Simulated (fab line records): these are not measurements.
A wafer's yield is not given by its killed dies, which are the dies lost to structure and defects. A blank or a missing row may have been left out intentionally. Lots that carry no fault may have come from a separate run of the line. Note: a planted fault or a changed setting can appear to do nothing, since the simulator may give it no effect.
fab line records || flow sfq-line
record {"lots": 14, "wafers": 42, "last-day": 94}
route steps=325 shown I0@55
lots with no fault: from the same line, run without faults
start-h: the number of hours between the record's first day and the start of the first shown wafer of the lot || wait-h: hours since the lot's step before || " same as the row above || L1.1+2: one row covering several wafers at once || - no value present, or no start provided || * or withheld: withheld || < > ~ a bound
route shown NAME@n: NAME is a module with steps in the file, n the number in the route of the first one || usual: average and standard deviation across the fault-free wafers || same: alike in all rows || chamber/n: place in a boat || sites: readings site by site || _std_site: standard deviation across them || _edge_site: mean of outer sites minus mean of inner sites || radius-mm: how far each site lies from the wafer's centre || mask NAME#n: copy n || behind: tool/chamber where the wafer was last shaped || hold: cause of the lot's hold/its duration in hours/its outcome || device: which transistor (n, p or np) failed to switch || end of line: the same wafers' tests at the end of the route || a step without rows: its recipe alone || killed: not the wafer's yield, but the dies lost to structure and defects at the first sort || map: a wafer's dies, x killed, . not, _ none there
set.NAME: the setting the step ran with; set.NAME@STEP: the setting that earlier step ran with || model.NAME: the simulator's own value behind a step, which no gauge read
one table for each step of the route and one row for each wafer, over a sample of lots
services: from which hour (start-h, from the record's first day; less than 0 if before it) a tool's chamber was out of use, for how many hours, and why
## steps
# step SFQ_TRILAYER_I0_VIA_ETCH_VIA_ETCH_034
# recipe {"target": "SiO2", "stop-on": "Nb", "mask-material": "PR", "taper-deg": 20, "chemistry": "CHF3", "target-depth-nm": 260, "source-w": 500, "bias-w": 80, "pressure-mtorr": 30, "time-s": "withheld"}
# usual {"bias-w": "79.97/0.21", "drypump-motor-current-A": "5.7/0.36", "oes-product-au": "0.854/0.0048", "rf-fwd-power-W": "497.8/1.7"}
{"lot.wafer": "L590.2", "tool": "rie-diel-02", "chamber": 1, "start-h": 179.49, "wait-h": 0.0, "bias-w": 79.85, "drypump-motor-current-A": 5.5, "oes-product-au": 0.847, "rf-fwd-power-W": 497.3}
{"lot.wafer": "L590.5", "tool": "rie-diel-02", "chamber": 0, "start-h": 179.49, "wait-h": 0.0, "bias-w": 80.15, "drypump-motor-current-A": 5.6, "oes-product-au": 0.857, "rf-fwd-power-W": 498.6}
{"lot.wafer": "L590.6", "tool": "rie-diel-02", "chamber": 3, "start-h": 179.49, "wait-h": 0.0, "bias-w": 79.92, "drypump-motor-current-A": 5.2, "oes-product-au": 0.856, "rf-fwd-power-W": 497.9}
{"lot.wafer": "L593.2", "tool": "rie-diel-01", "chamber": 3, "start-h": 206.44, "wait-h": 0.0, "bias-w": 80.18, "drypump-motor-current-A": 5.9, "oes-product-au": 0.854, "rf-fwd-power-W": 500.0}
{"lot.wafer": "L593.3", "tool": "rie-diel-01", "chamber": 2, "start-h": 206.44, "wait-h": 0.0, "bias-w": 79.94, "drypump-motor-current-A": 5.5, "oes-product-au": 0.850, "rf-fwd-power-W": 498.4}
{"lot.wafer": "L593.5", "tool": "rie-diel-01", "chamber": 3, "start-h": 206.44, "wait-h": 0.0, "bias-w": 80.17, "drypump-motor-current-A": 5.9, "oes-product-au": 0.852, "rf-fwd-power-W": 498.8}
{"lot.wafer": "L594.3", "tool": "rie-diel-03", "chamber": 2, "start-h": 213.64, "wait-h": 0.0, "bias-w": 79.50, "drypump-motor-current-A": 5.6, "oes-product-au": 0.855, "rf-fwd-power-W": 496.7}
{"lot.wafer": "L594.5", "tool": "rie-diel-03", "chamber": 3, "start-h": 213.64, "wait-h": 0.0, "bias-w": 80.00, "drypump-motor-current-A": 5.1, "oes-product-au": 0.849, "rf-fwd-power-W": 499.1}
{"lot.wafer": "L594.6", "tool": "rie-diel-03", "chamber": 2, "start-h": 213.64, "wait-h": 0.0, "bias-w": 79.89, "drypump-motor-current-A": 5.6, "oes-product-au": 0.857, "rf-fwd-power-W": 498.3}
{"lot.wafer": "L595.2", "tool": "rie-diel-03", "chamber": 0, "start-h": 218.44, "wait-h": 0.0, "bias-w": 79.94, "drypump-motor-current-A": 5.8, "oes-product-au": 0.853, "rf-fwd-power-W": 496.5}
{"lot.wafer": "L595.3", "tool": "rie-diel-03", "chamber": 2, "start-h": 218.44, "wait-h": 0.0, "bias-w": 79.92, "drypump-motor-current-A": 5.6, "oes-product-au": 0.851, "rf-fwd-power-W": 497.4}
{"lot.wafer": "L595.5", "tool": "rie-diel-03", "chamber": 3, "start-h": 218.44, "wait-h": 0.0, "bias-w": 80.57, "drypump-motor-current-A": 5.1, "oes-product-au": 0.855, "rf-fwd-power-W": 500.2}
{"lot.wafer": "L597.2", "tool": "rie-diel-02", "chamber": 0, "start-h": 232.39, "wait-h": 0.0, "bias-w": 79.88, "drypump-motor-current-A": 5.6, "oes-product-au": 0.861, "rf-fwd-power-W": 497.4}
{"lot.wafer": "L597.3", "tool": "rie-diel-02", "chamber": 3, "start-h": 232.39, "wait-h": 0.0, "bias-w": 80.01, "drypump-motor-current-A": 5.2, "oes-product-au": 0.854, "rf-fwd-power-W": 497.6}
{"lot.wafer": "L597.4", "tool": "rie-diel-02", "chamber": 1, "start-h": 232.39, "wait-h": 0.0, "bias-w": 80.26, "drypump-motor-current-A": 5.5, "oes-product-au": 0.852, "rf-fwd-power-W": 499.0}
{"lot.wafer": "L598.2", "tool": "rie-diel-02", "chamber": 1, "start-h": 239.59, "wait-h": 0.0, "bias-w": 80.23, "drypump-motor-current-A": 5.4, "oes-product-au": 0.861, "rf-fwd-power-W": 497.5}
{"lot.wafer": "L598.5", "tool": "rie-diel-02", "chamber": 2, "start-h": 239.59, "wait-h": 0.0, "bias-w": 79.53, "drypump-motor-current-A": 6.3, "oes-product-au": 0.864, "rf-fwd-power-W": 500.7}
{"lot.wafer": "L598.6", "tool": "rie-diel-02", "chamber": 1, "start-h": 239.59, "wait-h": 0.0, "bias-w": 79.68, "drypump-motor-current-A": 5.4, "oes-product-au": 0.859, "rf-fwd-power-W": 497.5}
{"lot.wafer": "L600.3", "tool": "rie-diel-02", "chamber": 1, "start-h": 263.59, "wait-h": 0.0, "bias-w": 79.90, "drypump-motor-current-A": 5.4, "oes-product-au": 0.857, "rf-fwd-power-W": 496.3}
{"lot.wafer": "L600.4", "tool": "rie-diel-02", "chamber": 0, "start-h": 263.59, "wait-h": 0.0, "bias-w": 79.99, "drypump-motor-current-A": 5.6, "oes-product-au": 0.858, "rf-fwd-power-W": 497.9}
{"lot.wafer": "L600.6", "tool": "rie-diel-02", "chamber": 3, "start-h": 263.59, "wait-h": 0.0, "bias-w": 80.23, "drypump-motor-current-A": 5.2, "oes-product-au": 0.851, "rf-fwd-power-W": 497.0}
{"lot.wafer": "L601.4", "tool": "rie-diel-02", "chamber": 1, "start-h": 270.85, "wait-h": 0.1, "bias-w": 80.03, "drypump-motor-current-A": 5.5, "oes-product-au": 0.848, "rf-fwd-power-W": 417.8}
{"lot.wafer": "L601.5", "tool": "rie-diel-02", "chamber": 2, "start-h": 270.85, "wait-h": 0.1, "bias-w": 79.78, "drypump-motor-current-A": 6.3, "oes-product-au": 0.862, "rf-fwd-power-W": 416.4}
{"lot.wafer": "L601.6", "tool": "rie-diel-02", "chamber": 0, "start-h": 270.85, "wait-h": 0.1, "bias-w": 79.89, "drypump-motor-current-A": 5.6, "oes-product-au": 0.851, "rf-fwd-power-W": 418.9}
{"lot.wafer": "L602.1", "tool": "rie-diel-03", "chamber": 0, "start-h": 277.99, "wait-h": 0.0, "bias-w": 80.28, "drypump-motor-current-A": 5.9, "oes-product-au": 0.851, "rf-fwd-power-W": 495.4}
{"lot.wafer": "L602.2", "tool": "rie-diel-03", "chamber": 3, "start-h": 277.99, "wait-h": 0.0, "bias-w": 80.00, "drypump-motor-current-A": 5.1, "oes-product-au": 0.860, "rf-fwd-power-W": 499.2}
{"lot.wafer": "L602.5", "tool": "rie-diel-03", "chamber": 0, "start-h": 277.99, "wait-h": 0.0, "bias-w": 80.03, "drypump-motor-current-A": 5.9, "oes-product-au": 0.863, "rf-fwd-power-W": 495.9}
{"lot.wafer": "L603.2", "tool": "rie-diel-02", "chamber": 2, "start-h": 283.99, "wait-h": 0.0, "bias-w": 79.67, "drypump-motor-current-A": 6.3, "oes-product-au": 0.858, "rf-fwd-power-W": 419.3}
{"lot.wafer": "L603.4", "tool": "rie-diel-02", "chamber": 3, "start-h": 283.99, "wait-h": 0.0, "bias-w": 80.07, "drypump-motor-current-A": 5.2, "oes-product-au": 0.853, "rf-fwd-power-W": 418.7}
{"lot.wafer": "L603.6", "tool": "rie-diel-02", "chamber": 2, "start-h": 283.99, "wait-h": 0.0, "bias-w": 79.84, "drypump-motor-current-A": 6.3, "oes-product-au": 0.858, "rf-fwd-power-W": 418.3}
{"lot.wafer": "L610.1", "tool": "rie-diel-03", "chamber": 3, "start-h": 343.10, "wait-h": 0.0, "bias-w": 79.86, "drypump-motor-current-A": 5.1, "oes-product-au": 0.863, "rf-fwd-power-W": 500.8}
{"lot.wafer": "L610.2", "tool": "rie-diel-03", "chamber": 1, "start-h": 343.10, "wait-h": 0.0, "bias-w": 79.96, "drypump-motor-current-A": 5.8, "oes-product-au": 0.856, "rf-fwd-power-W": 500.2}
{"lot.wafer": "L610.3", "tool": "rie-diel-03", "chamber": 2, "start-h": 343.10, "wait-h": 0.0, "bias-w": 80.24, "drypump-motor-current-A": 5.6, "oes-product-au": 0.852, "rf-fwd-power-W": 498.0}
{"lot.wafer": "L611.1", "tool": "rie-diel-01", "chamber": 3, "start-h": 346.70, "wait-h": 0.0, "bias-w": 80.03, "drypump-motor-current-A": 5.9, "oes-product-au": 0.861, "rf-fwd-power-W": 499.1}
{"lot.wafer": "L611.2", "tool": "rie-diel-01", "chamber": 2, "start-h": 346.70, "wait-h": 0.0, "bias-w": 80.12, "drypump-motor-current-A": 5.6, "oes-product-au": 0.854, "rf-fwd-power-W": 498.3}
{"lot.wafer": "L611.4", "tool": "rie-diel-01", "chamber": 1, "start-h": 346.70, "wait-h": 0.0, "bias-w": 79.96, "drypump-motor-current-A": 6.1, "oes-product-au": 0.861, "rf-fwd-power-W": 499.4}
{"lot.wafer": "L612.1", "tool": "rie-diel-02", "chamber": 2, "start-h": 359.47, "wait-h": 0.0, "bias-w": 80.21, "drypump-motor-current-A": 6.3, "oes-product-au": 0.849, "rf-fwd-power-W": 496.0}
{"lot.wafer": "L612.5", "tool": "rie-diel-02", "chamber": 1, "start-h": 359.47, "wait-h": 0.0, "bias-w": 79.92, "drypump-motor-current-A": 5.5, "oes-product-au": 0.852, "rf-fwd-power-W": 501.6}
{"lot.wafer": "L612.6", "tool": "rie-diel-02", "chamber": 2, "start-h": 359.47, "wait-h": 0.0, "bias-w": 79.88, "drypump-motor-current-A": 6.3, "oes-product-au": 0.855, "rf-fwd-power-W": 494.1}
{"lot.wafer": "L613.1", "tool": "rie-diel-02", "chamber": 2, "start-h": 363.07, "wait-h": 0.0, "bias-w": 79.67, "drypump-motor-current-A": 6.3, "oes-product-au": 0.852, "rf-fwd-power-W": 497.0}
{"lot.wafer": "L613.4", "tool": "rie-diel-02", "chamber": 1, "start-h": 363.07, "wait-h": 0.0, "bias-w": 79.65, "drypump-motor-current-A": 5.5, "oes-product-au": 0.847, "rf-fwd-power-W": 498.8}
{"lot.wafer": "L613.5", "tool": "rie-diel-02", "chamber": 1, "start-h": 363.07, "wait-h": 0.0, "bias-w": 79.91, "drypump-motor-current-A": 5.4, "oes-product-au": 0.859, "rf-fwd-power-W": 497.7}
## services
{"tool": "rie-diel-01", "chamber": "-", "start-h": 185.95, "hours": 1.1, "kind": "repair"}
{"tool": "rie-diel-02", "chamber": 0, "start-h": 200.11, "hours": 16.2, "kind": "repair"}
{"tool": "rie-diel-01", "chamber": "-", "start-h": 229.71, "hours": 14.6, "kind": "pm"}
{"tool": "rie-diel-02", "chamber": 3, "start-h": 267.10, "hours": 4.9, "kind": "repair"}
{"tool": "rie-diel-01", "chamber": 2, "start-h": 268.36, "hours": 10.2, "kind": "repair"}
{"tool": "rie-diel-03", "chamber": 0, "start-h": 289.13, "hours": 4.0, "kind": "repair"}
{"tool": "rie-diel-03", "chamber": 1, "start-h": 316.97, "hours": 3.3, "kind": "repair"}
{"tool": "rie-diel-01", "chamber": "-", "start-h": 330.05, "hours": 2.0, "kind": "repair"}
{"tool": "rie-diel-02", "chamber": "-", "start-h": 330.43, "hours": 0.3, "kind": "repair"}
{"tool": "rie-diel-02", "chamber": 0, "start-h": 333.78, "hours": 4.0, "kind": "repair"}
## key
first-sign {"step": "SFQ_TRILAYER_I0_VIA_ETCH_VIA_ETCH_034", "reading": "rf-fwd-power-W", "direction": "down", "sigmas": 47, "usual": 497.8, "struck": 418.2}
effect none on later readings
met-at SFQ_TRILAYER_I0_VIA_ETCH_VIA_ETCH_034
struck-lots L601,L603
onset-between 263.59 270.85
fault {"kind": "process-parameter-drift", "tool": "rie-diel-02", "chamber": "-", "onset-h": 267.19, "steps": "SFQ_TRILAYER_I0_VIA_ETCH_VIA_ETCH_034", "channel": "source-w", "offset": -80, "shape": "step", "end-h": 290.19, "acts-in": "these-recipes-only", "stated": 500}
